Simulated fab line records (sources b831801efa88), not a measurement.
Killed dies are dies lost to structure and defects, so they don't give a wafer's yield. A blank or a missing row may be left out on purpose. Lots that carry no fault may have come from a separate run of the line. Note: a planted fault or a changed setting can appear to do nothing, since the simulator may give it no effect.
A lot that was struck, set against a sound lot :: flow sky130 :: 14 out of 708 route steps
Sound: wafers L111.1, L111.4, L111.6. Wafers struck: L110.1, L110.3, L110.4. The cause is given at the end.
At each step with rows: each side's tool, then ch and its chambers, then its first start. Under that, the readings that differ: sound wafers :: struck wafers :: difference of the means :: sigmas: that difference in standard deviations of wafers without a fault.
alike: readings whose means differ by less than 2 such deviations, and words and numbers that are the same on both sides. not compared: withheld readings, readings that some wafer has no value for, bounds like >300 that may hide the same value, and numbers for which the record gives no deviation and whose values overlap.
The two part at a step that has a row with sigmas, a row that says differs or no value, or rows on one side only. Numbers that have no deviation but don't overlap get no sigmas and don't part them. Lack of a reading on every wafer of one side parts them only where that side has two or more wafers.

SKY_METAL1_SPUTTER_01: material TiN, target thk 20 nm, time 16.7 s.
  sound on pvd sputter-04, day 35 21:25; struck on pvd sputter-04, day 35 12:59
  alike: throttle valve pct
SKY_METAL1_SPUTTER_02: material AlCu, target thk 250 nm, time 13.3 s.
  sound on pvd sputter-04, day 35 21:26; struck on pvd sputter-04, day 35 13:01
  alike: throttle valve pct
SKY_METAL1_SPUTTER_03: material Ti, target thk 5 nm, time 3.3 s.
  sound on pvd sputter-04, day 35 21:28; struck on pvd sputter-04, day 35 13:02
  alike: throttle valve pct
SKY_METAL1_SPUTTER_04: material TiN, target thk 70 nm, time 58.3 s.
  sound on pvd sputter-04, day 35 21:29; struck on pvd sputter-04, day 35 13:03
  alike: throttle valve pct
SKY_METAL1_RS_MEAS_05: uses a four-point probe to measure.
  sound on film metro-03, day 35 21:32; struck on film metro-03, day 35 13:06
  alike: METAL1_ALCU_RS
SKY_METAL1_THK_MEAS_06: measures by xrf.
  sound on film metro-03, day 35 21:39; struck on film metro-03, day 35 13:13
  alike: METAL1_ALCU_THK
then, 6 steps without rows for these wafers: SKY_METAL1_DEHYDRATE_07 (time 60 s); SKY_METAL1_HMDS_08 (prime time 60 s); SKY_METAL1_COAT_09 (resist thk 60 nm); SKY_METAL1_COAT_10 (resist thk 450 nm); SKY_METAL1_SOFTBAKE_11 (time 90 s); SKY_METAL1_EXPOSE_12 (exposes mask MM1, target cd 140 nm).
SKY_METAL1_PEB_13:
  sound on litho track-01 ch 0, day 36 23:00; struck on litho track-04, day 36 15:00
reading: exhaust pa (Pa)
sound: 45.8 45.9 44.4
struck: - - -
difference: no value on the struck wafers
sigmas: 
  not compared: chill plate temp C
then, 1 step without rows for these wafers: SKY_METAL1_DEVELOP_14 (develop time 60 s).

== WHERE THEY PART ==
Only at SKY_METAL1_PEB_13, within this record.

WHY: what the simulator had put in
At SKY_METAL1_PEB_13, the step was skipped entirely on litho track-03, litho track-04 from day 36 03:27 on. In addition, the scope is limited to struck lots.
